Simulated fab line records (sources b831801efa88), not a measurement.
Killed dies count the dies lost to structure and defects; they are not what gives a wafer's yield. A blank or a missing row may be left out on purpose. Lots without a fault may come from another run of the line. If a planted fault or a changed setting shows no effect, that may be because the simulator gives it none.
Which tool did it? || flow gf180mcu || 13 lots, 39 wafers sampled, at 3 steps of a route of 602

WHAT THE GAUGES SHOWED, per wafer
GF_M4_THK_MEAS_06: measures by xrf.
{"lot": "L311", "measured": "day 22 14:31", "on": "film metro-04", "M4_ALCU_THK (nm)": "451 445 450"}
{"lot": "L313", "measured": "day 23 07:14", "on": "film metro-02", "M4_ALCU_THK (nm)": "450 452 452"}
{"lot": "L314", "measured": "day 23 14:16", "on": "film metro-03", "M4_ALCU_THK (nm)": "451 454 449"}
{"lot": "L317", "measured": "day 24 17:45", "on": "film metro-02", "M4_ALCU_THK (nm)": "450 457 460"}
{"lot": "L318", "measured": "day 24 21:49", "on": "film metro-03", "M4_ALCU_THK (nm)": "454 456 453"}
{"lot": "L319", "measured": "day 25 09:34", "on": "film metro-02", "M4_ALCU_THK (nm)": "449 454 451"}
{"lot": "L327", "measured": "day 28 01:08", "on": "film metro-04", "M4_ALCU_THK (nm)": "455 457 452"}
{"lot": "L328", "measured": "day 28 04:36", "on": "film metro-04", "M4_ALCU_THK (nm)": "450 449 448"}
{"lot": "L329", "measured": "day 28 17:10", "on": "film metro-02", "M4_ALCU_THK (nm)": "449 455 457"}
{"lot": "L331", "measured": "day 29 01:07", "on": "film metro-03", "M4_ALCU_THK (nm)": "448 452 447"}
{"lot": "L332", "measured": "day 29 10:10", "on": "film metro-04", "M4_ALCU_THK (nm)": "458 446 457"}
{"lot": "L333", "measured": "day 29 11:05", "on": "film metro-02", "M4_ALCU_THK (nm)": "449 451 456"}
{"lot": "L334", "measured": "day 29 20:47", "on": "film metro-02", "M4_ALCU_THK (nm)": "458 455 458"}

WHAT TOOL EACH LOT RAN ON (gives the tool, then ch and the chambers of the sampled wafers, and finally the start)
{"lot": "L311", "GF_M3_SPUTTER_02": "pvd sputter-02, day 20 11:47", "GF_V3_SPUTTER_22": "pvd sputter-01, day 22 13:31"}
{"lot": "L313", "GF_M3_SPUTTER_02": "pvd sputter-02, day 21 05:06", "GF_V3_SPUTTER_22": "pvd sputter-01, day 23 06:16"}
{"lot": "L314", "GF_M3_SPUTTER_02": "pvd sputter-02, day 21 12:31", "GF_V3_SPUTTER_22": "pvd sputter-03, day 23 13:17"}
{"lot": "L317", "GF_M3_SPUTTER_02": "pvd sputter-04, day 22 17:15", "GF_V3_SPUTTER_22": "pvd sputter-03, day 24 16:45"}
{"lot": "L318", "GF_M3_SPUTTER_02": "pvd sputter-04, day 22 21:09", "GF_V3_SPUTTER_22": "pvd sputter-03, day 24 20:30"}
{"lot": "L319", "GF_M3_SPUTTER_02": "pvd sputter-04, day 23 10:26", "GF_V3_SPUTTER_22": "pvd sputter-02, day 25 08:35"}
{"lot": "L327", "GF_M3_SPUTTER_02": "pvd sputter-02, day 26 04:33", "GF_V3_SPUTTER_22": "pvd sputter-02, day 28 00:10"}
{"lot": "L328", "GF_M3_SPUTTER_02": "pvd sputter-02, day 26 09:19", "GF_V3_SPUTTER_22": "pvd sputter-03, day 28 03:37"}
{"lot": "L329", "GF_M3_SPUTTER_02": "pvd sputter-04, day 26 20:44", "GF_V3_SPUTTER_22": "pvd sputter-01, day 28 16:05"}
{"lot": "L331", "GF_M3_SPUTTER_02": "pvd sputter-02, day 27 06:32", "GF_V3_SPUTTER_22": "pvd sputter-01, day 29 00:07"}
{"lot": "L332", "GF_M3_SPUTTER_02": "pvd sputter-02, day 27 15:01", "GF_V3_SPUTTER_22": "pvd sputter-03, day 29 08:32"}
{"lot": "L333", "GF_M3_SPUTTER_02": "pvd sputter-04, day 27 16:31", "GF_V3_SPUTTER_22": "pvd sputter-01, day 29 10:04"}
{"lot": "L334", "GF_M3_SPUTTER_02": "pvd sputter-04, day 28 03:08", "GF_V3_SPUTTER_22": "pvd sputter-02, day 29 19:49"}
- GF_M3_SPUTTER_02: material AlCu, target thk 450 nm, time 23.9 s.
- GF_V3_SPUTTER_22: material TiN, target thk 10 nm, time 40 s.

WHAT THE TOOLS THEMSELVES READ (means of the sampled wafers that have a number; where no wafer has one, the mark that the record gives instead)
GF_M3_SPUTTER_02.
{"lot": "L311", "tool": "pvd sputter-02", "throttle valve pct (%)": 31.4}
{"lot": "L313", "tool": "pvd sputter-02", "throttle valve pct (%)": 31.2}
{"lot": "L314", "tool": "pvd sputter-02", "throttle valve pct (%)": 30.7}
{"lot": "L317", "tool": "pvd sputter-04", "throttle valve pct (%)": 30.3}
{"lot": "L318", "tool": "pvd sputter-04", "throttle valve pct (%)": 31.0}
{"lot": "L319", "tool": "pvd sputter-04", "throttle valve pct (%)": 31.5}
{"lot": "L327", "tool": "pvd sputter-02", "throttle valve pct (%)": 30.7}
{"lot": "L328", "tool": "pvd sputter-02", "throttle valve pct (%)": 30.9}
{"lot": "L329", "tool": "pvd sputter-04", "throttle valve pct (%)": 29.9}
{"lot": "L331", "tool": "pvd sputter-02", "throttle valve pct (%)": 30.6}
{"lot": "L332", "tool": "pvd sputter-02", "throttle valve pct (%)": 30.6}
{"lot": "L333", "tool": "pvd sputter-04", "throttle valve pct (%)": 31.2}
{"lot": "L334", "tool": "pvd sputter-04", "throttle valve pct (%)": 29.7}

GF_V3_SPUTTER_22.
{"lot": "L311", "tool": "pvd sputter-01", "throttle valve pct (%)": 30.2}
{"lot": "L313", "tool": "pvd sputter-01", "throttle valve pct (%)": 30.8}
{"lot": "L314", "tool": "pvd sputter-03", "throttle valve pct (%)": 30.4}
{"lot": "L317", "tool": "pvd sputter-03", "throttle valve pct (%)": 30.7}
{"lot": "L318", "tool": "pvd sputter-03", "throttle valve pct (%)": 30.7}
{"lot": "L319", "tool": "pvd sputter-02", "throttle valve pct (%)": 30.2}
{"lot": "L327", "tool": "pvd sputter-02", "throttle valve pct (%)": 29.8}
{"lot": "L328", "tool": "pvd sputter-03", "throttle valve pct (%)": 29.9}
{"lot": "L329", "tool": "pvd sputter-01", "throttle valve pct (%)": 30.9}
{"lot": "L331", "tool": "pvd sputter-01", "throttle valve pct (%)": 30.5}
{"lot": "L332", "tool": "pvd sputter-03", "throttle valve pct (%)": 30.8}
{"lot": "L333", "tool": "pvd sputter-01", "throttle valve pct (%)": 30.4}
{"lot": "L334", "tool": "pvd sputter-02", "throttle valve pct (%)": 30.3}

THE ANSWER, worked out from the rows above alone
Rule: usual is defined by the lots themselves. Put in order of their means at a reading, lots are off if they are a third of the lots or fewer, leave a main group of 4 or more, and stand apart from it by a gap of 3 or more times the standard deviation of the main group's means; of several such gaps the widest counts. Not used: any main group whose means are identical at the precision the tables above print for the reading. A lot without any number at a reading at which 4 lots or more have one is off too. Any other lot the step has rows for is counted as sound. The gauges are gone through in route order, then the tools' own readings, and for those a lot's mean is taken as printed above. At the first step where some lot is off, the reading lying furthest off is the one used; lots without a number count as furthest.
Across all readings shown, no lot is off: no conclusion can be drawn from this.

WHAT THE SIMULATOR HAD PUT IN
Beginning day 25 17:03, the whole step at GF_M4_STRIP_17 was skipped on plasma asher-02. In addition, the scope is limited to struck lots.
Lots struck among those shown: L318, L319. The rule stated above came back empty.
